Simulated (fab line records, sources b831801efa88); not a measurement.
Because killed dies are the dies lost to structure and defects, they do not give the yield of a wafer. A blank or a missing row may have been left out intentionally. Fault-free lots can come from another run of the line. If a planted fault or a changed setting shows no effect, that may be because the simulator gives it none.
fab line records || flow sky130 || part 2 of 2: steps 33 to 40 of 40
[record] {"lots": 5, "wafers": 15, "lastDay": 50}
route steps=708 shown LDD_P@265 LDD_HVN@267 LDD_HVP@278 LDD_LDN@289 SPACER@304
lots with no fault: from the same line, run without faults
startH: start of the lot's first displayed wafer, in hours after the record's first day || waitH: hours since the lot's step before || " same as the row above || L1.1+2: a row that stands for several wafers || - no value, or no start was given || * or withheld: withheld || < > ~ a bound
route shown NAME@n: names a module that has steps shown in the file, with the first one's number in the route || usual: the fault-free wafers' mean and standard deviation || same: alike in all rows || chamber/n: place in a boat || sites: readings site by site || _std_site: how widely they spread, as a standard deviation || _edge_site: the outer-site mean with the inner-site mean subtracted || radiusMm: for every site, how far away it sits from the centre of the wafer || mask NAME#n: copy n || behind: the last tool/chamber to shape the wafer || hold: why the lot went on hold/how many hours it stayed there/how the hold came to an end || device: the transistor (n, p or np) that didn't switch || end of line: at the end of the route, the tests of the same wafers || a step given without rows: its recipe and nothing more || killed: dies that structure and defects cost at the first sort, which is not the same as the wafer's yield || map: a wafer's dies, marking killed ones x, the rest . and places with no die _
set.NAME: the run value of the setting; set.NAME@STEP: its run value at that earlier step || model.NAME: the simulator's own value behind a step, which no gauge read
a table for each step, a row for each wafer; lots at some steps of the route
services: from which hour (startH, from the record's first day; less than 0 if before it) a tool's chamber was out of use, for how many hours, and why
[[steps]]
[step SKY_LDD_LDN_IMPLANT_08]
[recipe] {"species": "As", "energyKev": 15, "doseCm2": 1.25e+13, "tiltDeg": "withheld", "rotationDeg": 23}
[usual] {"beamOnS": "9.99/0.21", "endStationPressureTorr": "5.06e-06/2.7e-07"}
{"lot.wafer": "L076.1", "tool": "implanter-01", "chamber": 0, "startH": 539.22, "waitH": 0.0, "beamOnS": 10.11, "endStationPressureTorr": 4.99e-06}
{"lot.wafer": "L076.2", "tool": "implanter-01", "chamber": 0, "startH": 539.22, "waitH": 0.0, "beamOnS": 10.25, "endStationPressureTorr": 5.09e-06}
{"lot.wafer": "L076.3", "tool": "implanter-01", "chamber": 0, "startH": 539.22, "waitH": 0.0, "beamOnS": 9.93, "endStationPressureTorr": 5.77e-06}
{"lot.wafer": "L079.3", "tool": "implanter-01", "chamber": 0, "startH": 572.49, "waitH": 0.1, "beamOnS": 10.04, "endStationPressureTorr": 4.96e-06}
{"lot.wafer": "L079.5", "tool": "implanter-01", "chamber": 0, "startH": 572.49, "waitH": 0.1, "beamOnS": 9.73, "endStationPressureTorr": 5.27e-06}
{"lot.wafer": "L079.6", "tool": "implanter-01", "chamber": 0, "startH": 572.49, "waitH": 0.1, "beamOnS": 10.27, "endStationPressureTorr": 5.01e-06}
{"lot.wafer": "L086.2", "tool": "implanter-01", "chamber": 0, "startH": 623.48, "waitH": 0.0, "beamOnS": 9.90, "endStationPressureTorr": 4.93e-06}
{"lot.wafer": "L086.4", "tool": "implanter-01", "chamber": 0, "startH": 623.48, "waitH": 0.0, "beamOnS": 9.85, "endStationPressureTorr": 5.18e-06}
{"lot.wafer": "L086.6", "tool": "implanter-01", "chamber": 0, "startH": 623.48, "waitH": 0.0, "beamOnS": 10.00, "endStationPressureTorr": 5.15e-06}
{"lot.wafer": "L089.1", "tool": "implanter-01", "chamber": 0, "startH": 651.79, "waitH": 0.0, "beamOnS": 10.01, "endStationPressureTorr": 5.14e-06}
{"lot.wafer": "L089.4", "tool": "implanter-01", "chamber": 0, "startH": 651.79, "waitH": 0.0, "beamOnS": 9.71, "endStationPressureTorr": 5.09e-06}
{"lot.wafer": "L089.6", "tool": "implanter-01", "chamber": 0, "startH": 651.79, "waitH": 0.0, "beamOnS": 10.04, "endStationPressureTorr": 4.99e-06}
{"lot.wafer": "L096.2", "tool": "implanter-01", "chamber": 0, "startH": 695.68, "waitH": 0.0, "beamOnS": 9.84, "endStationPressureTorr": 4.54e-06}
{"lot.wafer": "L096.4", "tool": "implanter-01", "chamber": 0, "startH": 695.68, "waitH": 0.0, "beamOnS": 9.76, "endStationPressureTorr": 5.06e-06}
{"lot.wafer": "L096.6", "tool": "implanter-01", "chamber": 0, "startH": 695.68, "waitH": 0.0, "beamOnS": 10.08, "endStationPressureTorr": 5.05e-06}
[step SKY_LDD_LDN_IMPLANT_09]
[recipe] {"species": "As", "energyKev": 15, "doseCm2": 1.25e+13, "tiltDeg": "withheld", "rotationDeg": 113}
[usual] {"beamOnS": "10.02/0.2", "endStationPressureTorr": "5.05e-06/2.7e-07"}
{"lot.wafer": "L076.1", "tool": "implanter-01", "chamber": 0, "startH": 539.37, "waitH": 0.1, "beamOnS": 9.83, "endStationPressureTorr": 5.22e-06}
{"lot.wafer": "L076.2", "tool": "implanter-01", "chamber": 0, "startH": 539.37, "waitH": 0.1, "beamOnS": 10.05, "endStationPressureTorr": 5.03e-06}
{"lot.wafer": "L076.3", "tool": "implanter-01", "chamber": 0, "startH": 539.37, "waitH": 0.1, "beamOnS": 9.95, "endStationPressureTorr": 5.27e-06}
{"lot.wafer": "L079.3", "tool": "implanter-01", "chamber": 0, "startH": 572.64, "waitH": 0.1, "beamOnS": 10.13, "endStationPressureTorr": 5.1e-06}
{"lot.wafer": "L079.5", "tool": "implanter-01", "chamber": 0, "startH": 572.64, "waitH": 0.1, "beamOnS": 10.00, "endStationPressureTorr": 4.95e-06}
{"lot.wafer": "L079.6", "tool": "implanter-01", "chamber": 0, "startH": 572.64, "waitH": 0.1, "beamOnS": 9.74, "endStationPressureTorr": 5.2e-06}
{"lot.wafer": "L086.2", "tool": "implanter-01", "chamber": 0, "startH": 623.63, "waitH": 0.1, "beamOnS": 9.93, "endStationPressureTorr": 5.01e-06}
{"lot.wafer": "L086.4", "tool": "implanter-01", "chamber": 0, "startH": 623.63, "waitH": 0.1, "beamOnS": 10.16, "endStationPressureTorr": 4.99e-06}
{"lot.wafer": "L086.6", "tool": "implanter-01", "chamber": 0, "startH": 623.63, "waitH": 0.1, "beamOnS": 10.10, "endStationPressureTorr": 5.23e-06}
{"lot.wafer": "L089.1", "tool": "implanter-01", "chamber": 0, "startH": 651.94, "waitH": 0.1, "beamOnS": 10.03, "endStationPressureTorr": 4.78e-06}
{"lot.wafer": "L089.4", "tool": "implanter-01", "chamber": 0, "startH": 651.94, "waitH": 0.1, "beamOnS": 10.03, "endStationPressureTorr": 4.55e-06}
{"lot.wafer": "L089.6", "tool": "implanter-01", "chamber": 0, "startH": 651.94, "waitH": 0.1, "beamOnS": 10.31, "endStationPressureTorr": 5.38e-06}
{"lot.wafer": "L096.2", "tool": "implanter-01", "chamber": 0, "startH": 695.83, "waitH": 0.1, "beamOnS": 10.00, "endStationPressureTorr": 5.56e-06}
{"lot.wafer": "L096.4", "tool": "implanter-01", "chamber": 0, "startH": 695.83, "waitH": 0.1, "beamOnS": 9.70, "endStationPressureTorr": 5.15e-06}
{"lot.wafer": "L096.6", "tool": "implanter-01", "chamber": 0, "startH": 695.83, "waitH": 0.1, "beamOnS": 9.82, "endStationPressureTorr": 5.11e-06}
[step SKY_LDD_LDN_IMPLANT_10]
[recipe] {"species": "As", "energyKev": 15, "doseCm2": 1.25e+13, "tiltDeg": "withheld", "rotationDeg": 203}
[usual] {"beamOnS": "10.00/0.21", "endStationPressureTorr": "5.03e-06/2.5e-07"}
{"lot.wafer": "L076.1", "tool": "implanter-01", "chamber": 0, "startH": 539.52, "waitH": 0.1, "beamOnS": 9.80, "endStationPressureTorr": 4.91e-06}
{"lot.wafer": "L076.2", "tool": "implanter-01", "chamber": 0, "startH": 539.52, "waitH": 0.1, "beamOnS": 10.30, "endStationPressureTorr": 5.03e-06}
{"lot.wafer": "L076.3", "tool": "implanter-01", "chamber": 0, "startH": 539.52, "waitH": 0.1, "beamOnS": 10.39, "endStationPressureTorr": 5.15e-06}
{"lot.wafer": "L079.3", "tool": "implanter-01", "chamber": 0, "startH": 572.79, "waitH": 0.1, "beamOnS": 10.18, "endStationPressureTorr": 4.89e-06}
{"lot.wafer": "L079.5", "tool": "implanter-01", "chamber": 0, "startH": 572.79, "waitH": 0.1, "beamOnS": 10.17, "endStationPressureTorr": 4.28e-06}
{"lot.wafer": "L079.6", "tool": "implanter-01", "chamber": 0, "startH": 572.79, "waitH": 0.1, "beamOnS": 10.26, "endStationPressureTorr": 4.37e-06}
{"lot.wafer": "L086.2", "tool": "implanter-01", "chamber": 0, "startH": 623.78, "waitH": 0.1, "beamOnS": 9.85, "endStationPressureTorr": 5.12e-06}
{"lot.wafer": "L086.4", "tool": "implanter-01", "chamber": 0, "startH": 623.78, "waitH": 0.1, "beamOnS": 9.79, "endStationPressureTorr": 4.92e-06}
{"lot.wafer": "L086.6", "tool": "implanter-01", "chamber": 0, "startH": 623.78, "waitH": 0.1, "beamOnS": 9.70, "endStationPressureTorr": 5.18e-06}
{"lot.wafer": "L089.1", "tool": "implanter-01", "chamber": 0, "startH": 652.09, "waitH": 0.1, "beamOnS": 10.14, "endStationPressureTorr": 5.07e-06}
{"lot.wafer": "L089.4", "tool": "implanter-01", "chamber": 0, "startH": 652.09, "waitH": 0.1, "beamOnS": 9.98, "endStationPressureTorr": 5.08e-06}
{"lot.wafer": "L089.6", "tool": "implanter-01", "chamber": 0, "startH": 652.09, "waitH": 0.1, "beamOnS": 9.66, "endStationPressureTorr": 5.25e-06}
{"lot.wafer": "L096.2", "tool": "implanter-01", "chamber": 0, "startH": 695.98, "waitH": 0.1, "beamOnS": 10.50, "endStationPressureTorr": 4.97e-06}
{"lot.wafer": "L096.4", "tool": "implanter-01", "chamber": 0, "startH": 695.98, "waitH": 0.1, "beamOnS": 9.92, "endStationPressureTorr": 4.93e-06}
{"lot.wafer": "L096.6", "tool": "implanter-01", "chamber": 0, "startH": 695.98, "waitH": 0.1, "beamOnS": 10.41, "endStationPressureTorr": 4.93e-06}
[step SKY_LDD_LDN_IMPLANT_11]
[recipe] {"species": "As", "energyKev": 15, "doseCm2": 1.25e+13, "tiltDeg": "withheld", "rotationDeg": 293}
[usual] {"beamOnS": "10.02/0.2", "endStationPressureTorr": "5.04e-06/2.6e-07"}
{"lot.wafer": "L076.1", "tool": "implanter-01", "chamber": 0, "startH": 539.67, "waitH": 0.1, "beamOnS": 10.56, "endStationPressureTorr": 5.15e-06}
{"lot.wafer": "L076.2", "tool": "implanter-01", "chamber": 0, "startH": 539.67, "waitH": 0.1, "beamOnS": 10.38, "endStationPressureTorr": 4.69e-06}
{"lot.wafer": "L076.3", "tool": "implanter-01", "chamber": 0, "startH": 539.67, "waitH": 0.1, "beamOnS": 9.91, "endStationPressureTorr": 5.45e-06}
{"lot.wafer": "L079.3", "tool": "implanter-01", "chamber": 0, "startH": 572.94, "waitH": 0.1, "beamOnS": 9.67, "endStationPressureTorr": 5.39e-06}
{"lot.wafer": "L079.5", "tool": "implanter-01", "chamber": 0, "startH": 572.94, "waitH": 0.1, "beamOnS": 10.11, "endStationPressureTorr": 5.14e-06}
{"lot.wafer": "L079.6", "tool": "implanter-01", "chamber": 0, "startH": 572.94, "waitH": 0.1, "beamOnS": 10.22, "endStationPressureTorr": 5.37e-06}
{"lot.wafer": "L086.2", "tool": "implanter-01", "chamber": 0, "startH": 623.93, "waitH": 0.1, "beamOnS": 9.81, "endStationPressureTorr": 5.03e-06}
{"lot.wafer": "L086.4", "tool": "implanter-01", "chamber": 0, "startH": 623.93, "waitH": 0.1, "beamOnS": 9.79, "endStationPressureTorr": 5.23e-06}
{"lot.wafer": "L086.6", "tool": "implanter-01", "chamber": 0, "startH": 623.93, "waitH": 0.1, "beamOnS": 9.92, "endStationPressureTorr": 4.89e-06}
{"lot.wafer": "L089.1", "tool": "implanter-01", "chamber": 0, "startH": 652.24, "waitH": 0.1, "beamOnS": 9.89, "endStationPressureTorr": 5.3e-06}
{"lot.wafer": "L089.4", "tool": "implanter-01", "chamber": 0, "startH": 652.24, "waitH": 0.1, "beamOnS": 10.17, "endStationPressureTorr": 5.16e-06}
{"lot.wafer": "L089.6", "tool": "implanter-01", "chamber": 0, "startH": 652.24, "waitH": 0.1, "beamOnS": 10.23, "endStationPressureTorr": 4.64e-06}
{"lot.wafer": "L096.2", "tool": "implanter-01", "chamber": 0, "startH": 696.13, "waitH": 0.1, "beamOnS": 10.14, "endStationPressureTorr": 5.17e-06}
{"lot.wafer": "L096.4", "tool": "implanter-01", "chamber": 0, "startH": 696.13, "waitH": 0.1, "beamOnS": 10.15, "endStationPressureTorr": 5.13e-06}
{"lot.wafer": "L096.6", "tool": "implanter-01", "chamber": 0, "startH": 696.13, "waitH": 0.1, "beamOnS": 10.01, "endStationPressureTorr": 5.13e-06}
[step SKY_LDD_LDN_STRIP_12]
[recipe] {"chemistry": "O2/N2", "powerW": 1400, "pressureMtorr": 1500, "platenTempC": "withheld", "o2FlowSccm": 3000, "n2FlowSccm": 300, "overashFraction": 0.5}
[usual] {"drypumpMotorCurrentA": "5.9/0.59", "oesProductAu": "0.715/0.0042", "stripTimeToEndpointS": "14.18/0.043"}
{"lot.wafer": "L076.1", "tool": "plasmaAsher-02", "chamber": 1, "startH": 539.82, "waitH": 0.1, "drypumpMotorCurrentA": 5.6, "oesProductAu": 0.709, "rfHoursCounterH": 75, "stripTimeToEndpointS": 14.12}
{"lot.wafer": "L076.2", "tool": "plasmaAsher-02", "chamber": 0, "startH": 539.82, "waitH": 0.1, "drypumpMotorCurrentA": 5.0, "oesProductAu": 0.718, "rfHoursCounterH": 75, "stripTimeToEndpointS": 14.13}
{"lot.wafer": "L076.3", "tool": "plasmaAsher-02", "chamber": 0, "startH": 539.82, "waitH": 0.1, "drypumpMotorCurrentA": 5.0, "oesProductAu": 0.712, "rfHoursCounterH": "-", "stripTimeToEndpointS": 14.14}
{"lot.wafer": "L079.3", "tool": "plasmaAsher-02", "chamber": 1, "startH": 573.07, "waitH": 0.1, "drypumpMotorCurrentA": 5.6, "oesProductAu": 0.716, "rfHoursCounterH": "-", "stripTimeToEndpointS": 14.19}
{"lot.wafer": "L079.5", "tool": "plasmaAsher-02", "chamber": 0, "startH": 573.07, "waitH": 0.1, "drypumpMotorCurrentA": 5.0, "oesProductAu": 0.712, "rfHoursCounterH": "-", "stripTimeToEndpointS": 14.16}
{"lot.wafer": "L079.6", "tool": "plasmaAsher-02", "chamber": 1, "startH": 573.07, "waitH": 0.1, "drypumpMotorCurrentA": 5.6, "oesProductAu": 0.719, "rfHoursCounterH": "-", "stripTimeToEndpointS": 14.13}
{"lot.wafer": "L086.2", "tool": "plasmaAsher-02", "chamber": 0, "startH": 624.06, "waitH": 0.1, "drypumpMotorCurrentA": 5.0, "oesProductAu": 0.708, "rfHoursCounterH": 84, "stripTimeToEndpointS": 14.17}
{"lot.wafer": "L086.4", "tool": "plasmaAsher-02", "chamber": 0, "startH": 624.06, "waitH": 0.1, "drypumpMotorCurrentA": 5.0, "oesProductAu": 0.718, "rfHoursCounterH": "-", "stripTimeToEndpointS": 14.17}
{"lot.wafer": "L086.6", "tool": "plasmaAsher-02", "chamber": 1, "startH": 624.06, "waitH": 0.1, "drypumpMotorCurrentA": 5.6, "oesProductAu": 0.706, "rfHoursCounterH": "-", "stripTimeToEndpointS": 14.18}
{"lot.wafer": "L089.1", "tool": "plasmaAsher-03", "chamber": 1, "startH": 652.39, "waitH": 0.1, "drypumpMotorCurrentA": 6.2, "oesProductAu": 0.723, "rfHoursCounterH": 54, "stripTimeToEndpointS": 14.24}
{"lot.wafer": "L089.4", "tool": "plasmaAsher-03", "chamber": 1, "startH": 652.39, "waitH": 0.1, "drypumpMotorCurrentA": 6.2, "oesProductAu": 0.720, "rfHoursCounterH": "-", "stripTimeToEndpointS": 14.24}
{"lot.wafer": "L089.6", "tool": "plasmaAsher-03", "chamber": 1, "startH": 652.39, "waitH": 0.1, "drypumpMotorCurrentA": 6.2, "oesProductAu": 0.715, "rfHoursCounterH": "-", "stripTimeToEndpointS": 14.24}
{"lot.wafer": "L096.2", "tool": "plasmaAsher-03", "chamber": 1, "startH": 696.26, "waitH": 0.1, "drypumpMotorCurrentA": 6.2, "oesProductAu": 0.717, "rfHoursCounterH": 59, "stripTimeToEndpointS": 14.23}
{"lot.wafer": "L096.4", "tool": "plasmaAsher-03", "chamber": 1, "startH": 696.26, "waitH": 0.1, "drypumpMotorCurrentA": 6.2, "oesProductAu": 0.712, "rfHoursCounterH": "-", "stripTimeToEndpointS": 14.21}
{"lot.wafer": "L096.6", "tool": "plasmaAsher-03", "chamber": 1, "startH": 696.26, "waitH": 0.1, "drypumpMotorCurrentA": 6.2, "oesProductAu": 0.711, "rfHoursCounterH": "-", "stripTimeToEndpointS": 14.25}
[step SKY_LDD_LDN_TW_MEAS_13]
[usual] {"LDD_LDN_TW": "1477/12"}
{"lot.wafer": "L076.1", "tool": "filmMetro-04", "chamber": "-", "startH": 539.92, "waitH": 0.1, "LDD_LDN_TW": 1465}
{"lot.wafer": "L076.2", "tool": "filmMetro-04", "chamber": "-", "startH": 539.92, "waitH": 0.1, "LDD_LDN_TW": 1467}
{"lot.wafer": "L076.3", "tool": "filmMetro-04", "chamber": "-", "startH": 539.92, "waitH": 0.1, "LDD_LDN_TW": 1462}
{"lot.wafer": "L079.3", "tool": "filmMetro-04", "chamber": "-", "startH": 573.16, "waitH": 0.1, "LDD_LDN_TW": 1460}
{"lot.wafer": "L079.5", "tool": "filmMetro-04", "chamber": "-", "startH": 573.16, "waitH": 0.1, "LDD_LDN_TW": 1456}
{"lot.wafer": "L079.6", "tool": "filmMetro-04", "chamber": "-", "startH": 573.16, "waitH": 0.1, "LDD_LDN_TW": 1455}
{"lot.wafer": "L086.2", "tool": "filmMetro-01", "chamber": "-", "startH": 624.17, "waitH": 0.1, "LDD_LDN_TW": 1493}
{"lot.wafer": "L086.4", "tool": "filmMetro-01", "chamber": "-", "startH": 624.17, "waitH": 0.1, "LDD_LDN_TW": 1492}
{"lot.wafer": "L086.6", "tool": "filmMetro-01", "chamber": "-", "startH": 624.17, "waitH": 0.1, "LDD_LDN_TW": 1486}
{"lot.wafer": "L089.1", "tool": "filmMetro-04", "chamber": "-", "startH": 652.49, "waitH": 0.1, "LDD_LDN_TW": 1458}
{"lot.wafer": "L089.4", "tool": "filmMetro-04", "chamber": "-", "startH": 652.49, "waitH": 0.1, "LDD_LDN_TW": 1456}
{"lot.wafer": "L089.6", "tool": "filmMetro-04", "chamber": "-", "startH": 652.49, "waitH": 0.1, "LDD_LDN_TW": 1456}
{"lot.wafer": "L096.2", "tool": "filmMetro-03", "chamber": "-", "startH": 696.37, "waitH": 0.1, "LDD_LDN_TW": 1483}
{"lot.wafer": "L096.4", "tool": "filmMetro-03", "chamber": "-", "startH": 696.37, "waitH": 0.1, "LDD_LDN_TW": 1489}
{"lot.wafer": "L096.6", "tool": "filmMetro-03", "chamber": "-", "startH": 696.37, "waitH": 0.1, "LDD_LDN_TW": 1482}
[step SKY_LDD_LDN_CLEAN_14]
[recipe] {"chemistry": "SC1/SC2", "mix": "1:4:20", "tempC": 70, "timeS": 150, "dry": "n2Spin"}
[usual] {"bathHeatDutyPct": "13.5/1.2", "tempC": "70.00/0.12"}
{"lot.wafer": "L076.1", "tool": "wetBench-03", "chamber": 1, "startH": 539.98, "waitH": 0.1, "bathHeatDutyPct": 14.0, "tempC": 70.23}
{"lot.wafer": "L076.2", "tool": "wetBench-03", "chamber": 1, "startH": 539.98, "waitH": 0.1, "bathHeatDutyPct": 14.7, "tempC": 70.02}
{"lot.wafer": "L076.3", "tool": "wetBench-03", "chamber": 1, "startH": 539.98, "waitH": 0.1, "bathHeatDutyPct": 13.4, "tempC": 70.22}
{"lot.wafer": "L079.3", "tool": "wetBench-04", "chamber": 0, "startH": 573.20, "waitH": 0.0, "bathHeatDutyPct": 11.2, "tempC": 70.00}
{"lot.wafer": "L079.5", "tool": "wetBench-04", "chamber": 0, "startH": 573.20, "waitH": 0.0, "bathHeatDutyPct": 11.5, "tempC": 69.81}
{"lot.wafer": "L079.6", "tool": "wetBench-04", "chamber": 0, "startH": 573.20, "waitH": 0.0, "bathHeatDutyPct": 11.3, "tempC": 69.84}
{"lot.wafer": "L086.2", "tool": "wetBench-04", "chamber": 2, "startH": 624.22, "waitH": 0.0, "bathHeatDutyPct": 13.8, "tempC": 70.09}
{"lot.wafer": "L086.4", "tool": "wetBench-04", "chamber": 2, "startH": 624.22, "waitH": 0.0, "bathHeatDutyPct": 12.9, "tempC": 69.96}
{"lot.wafer": "L086.6", "tool": "wetBench-04", "chamber": 2, "startH": 624.22, "waitH": 0.0, "bathHeatDutyPct": 14.9, "tempC": 69.87}
{"lot.wafer": "L089.1", "tool": "wetBench-03", "chamber": 0, "startH": 652.55, "waitH": 0.1, "bathHeatDutyPct": 13.1, "tempC": 70.07}
{"lot.wafer": "L089.4", "tool": "wetBench-03", "chamber": 0, "startH": 652.55, "waitH": 0.1, "bathHeatDutyPct": 14.8, "tempC": 70.32}
{"lot.wafer": "L089.6", "tool": "wetBench-03", "chamber": 0, "startH": 652.55, "waitH": 0.1, "bathHeatDutyPct": 12.7, "tempC": 70.07}
{"lot.wafer": "L096.2", "tool": "wetBench-04", "chamber": 3, "startH": 696.42, "waitH": 0.0, "bathHeatDutyPct": 13.9, "tempC": 70.09}
{"lot.wafer": "L096.4", "tool": "wetBench-04", "chamber": 3, "startH": 696.42, "waitH": 0.0, "bathHeatDutyPct": 13.2, "tempC": 70.08}
{"lot.wafer": "L096.6", "tool": "wetBench-04", "chamber": 3, "startH": 696.42, "waitH": 0.0, "bathHeatDutyPct": 13.9, "tempC": 70.02}
[step SKY_SPACER_CVD_00]
[recipe] {"material": "Si3N4", "precursor": "DCS/NH3", "targetThkNm": 43.1, "tempC": 770, "timeS": 740, "pressureMtorr": 250}
[usual] {"zonePowerBottomPct": "23.2/2.7"}
{"lot.wafer": "L076.1", "tool": "lpcvd-02", "chamber": 0, "startH": 540.03, "waitH": 0.0, "zonePowerBottomPct": 24.9}
{"lot.wafer": "L076.2", "tool": "lpcvd-02", "chamber": 0, "startH": 540.03, "waitH": 0.0, "zonePowerBottomPct": 25.0}
{"lot.wafer": "L076.3", "tool": "lpcvd-02", "chamber": 0, "startH": 540.03, "waitH": 0.0, "zonePowerBottomPct": 24.8}
{"lot.wafer": "L079.3", "tool": "lpcvd-02", "chamber": 1, "startH": 573.48, "waitH": 0.2, "zonePowerBottomPct": 19.3}
{"lot.wafer": "L079.5", "tool": "lpcvd-02", "chamber": 1, "startH": 573.48, "waitH": 0.2, "zonePowerBottomPct": 19.1}
{"lot.wafer": "L079.6", "tool": "lpcvd-02", "chamber": 1, "startH": 573.48, "waitH": 0.2, "zonePowerBottomPct": 18.8}
{"lot.wafer": "L086.2", "tool": "lpcvd-02", "chamber": 1, "startH": 624.27, "waitH": 0.0, "zonePowerBottomPct": 18.8}
{"lot.wafer": "L086.4", "tool": "lpcvd-02", "chamber": 1, "startH": 624.27, "waitH": 0.0, "zonePowerBottomPct": 18.9}
{"lot.wafer": "L086.6", "tool": "lpcvd-02", "chamber": 1, "startH": 624.27, "waitH": 0.0, "zonePowerBottomPct": 19.4}
{"lot.wafer": "L089.1", "tool": "lpcvd-02", "chamber": 1, "startH": 654.39, "waitH": 1.8, "zonePowerBottomPct": 18.9}
{"lot.wafer": "L089.4", "tool": "lpcvd-02", "chamber": 1, "startH": 654.39, "waitH": 1.8, "zonePowerBottomPct": 18.7}
{"lot.wafer": "L089.6", "tool": "lpcvd-02", "chamber": 1, "startH": 654.39, "waitH": 1.8, "zonePowerBottomPct": 19.2}
{"lot.wafer": "L096.2", "tool": "lpcvd-02", "chamber": 0, "startH": 698.04, "waitH": 1.6, "zonePowerBottomPct": 25.2}
{"lot.wafer": "L096.4", "tool": "lpcvd-02", "chamber": 0, "startH": 698.04, "waitH": 1.6, "zonePowerBottomPct": 24.8}
{"lot.wafer": "L096.6", "tool": "lpcvd-02", "chamber": 0, "startH": 698.04, "waitH": 1.6, "zonePowerBottomPct": 24.7}
[[services]]
{"tool": "plasmaAsher-04", "chamber": "-", "startH": 422.93, "hours": 0.6, "kind": "repair"}
{"tool": "ilineStepper-01", "chamber": "-", "startH": 429.89, "hours": 1.7, "kind": "pm"}
{"tool": "implanter-01", "chamber": "-", "startH": 459.86, "hours": 13.2, "kind": "pm"}
{"tool": "ilineStepper-02", "chamber": "-", "startH": 483.47, "hours": 3.7, "kind": "repair"}
{"tool": "plasmaAsher-04", "chamber": "-", "startH": 498.72, "hours": 4.6, "kind": "repair"}
{"tool": "plasmaAsher-04", "chamber": "-", "startH": 503.07, "hours": 0.6, "kind": "repair"}
{"tool": "ilineStepper-02", "chamber": "-", "startH": 507.55, "hours": 12.8, "kind": "repair"}
{"tool": "plasmaAsher-02", "chamber": "-", "startH": 519.95, "hours": 1.2, "kind": "repair"}
{"tool": "ilineStepper-02", "chamber": "-", "startH": 521.26, "hours": 6.6, "kind": "repair"}
{"tool": "implanter-01", "chamber": "-", "startH": 527.84, "hours": 2.5, "kind": "repair"}
{"tool": "plasmaAsher-03", "chamber": "-", "startH": 558.74, "hours": 1.5, "kind": "repair"}
{"tool": "plasmaAsher-03", "chamber": "-", "startH": 570.37, "hours": 0.9, "kind": "repair"}
{"tool": "plasmaAsher-04", "chamber": "-", "startH": 572.55, "hours": 4.0, "kind": "repair"}
{"tool": "ilineStepper-02", "chamber": "-", "startH": 584.17, "hours": 1.7, "kind": "pm"}
{"tool": "plasmaAsher-04", "chamber": "-", "startH": 585.17, "hours": 0.8, "kind": "repair"}
{"tool": "ilineStepper-02", "chamber": "-", "startH": 604.38, "hours": 4.4, "kind": "pm"}
{"tool": "plasmaAsher-04", "chamber": "-", "startH": 610.32, "hours": 3.8, "kind": "repair"}
{"tool": "plasmaAsher-02", "chamber": "-", "startH": 630.72, "hours": 2.8, "kind": "pm"}
{"tool": "ilineStepper-01", "chamber": "-", "startH": 648.07, "hours": 1.7, "kind": "pm"}
{"tool": "implanter-01", "chamber": "-", "startH": 652.97, "hours": 6.1, "kind": "pm"}
{"tool": "implanter-01", "chamber": "-", "startH": 659.04, "hours": 28.9, "kind": "pm"}
{"tool": "ilineStepper-01", "chamber": "-", "startH": 683.88, "hours": 5.7, "kind": "repair"}
{"tool": "lpcvd-02", "chamber": "-", "startH": 688.73, "hours": 3.6, "kind": "repair"}
{"tool": "plasmaAsher-02", "chamber": "-", "startH": 691.22, "hours": 5.7, "kind": "repair"}
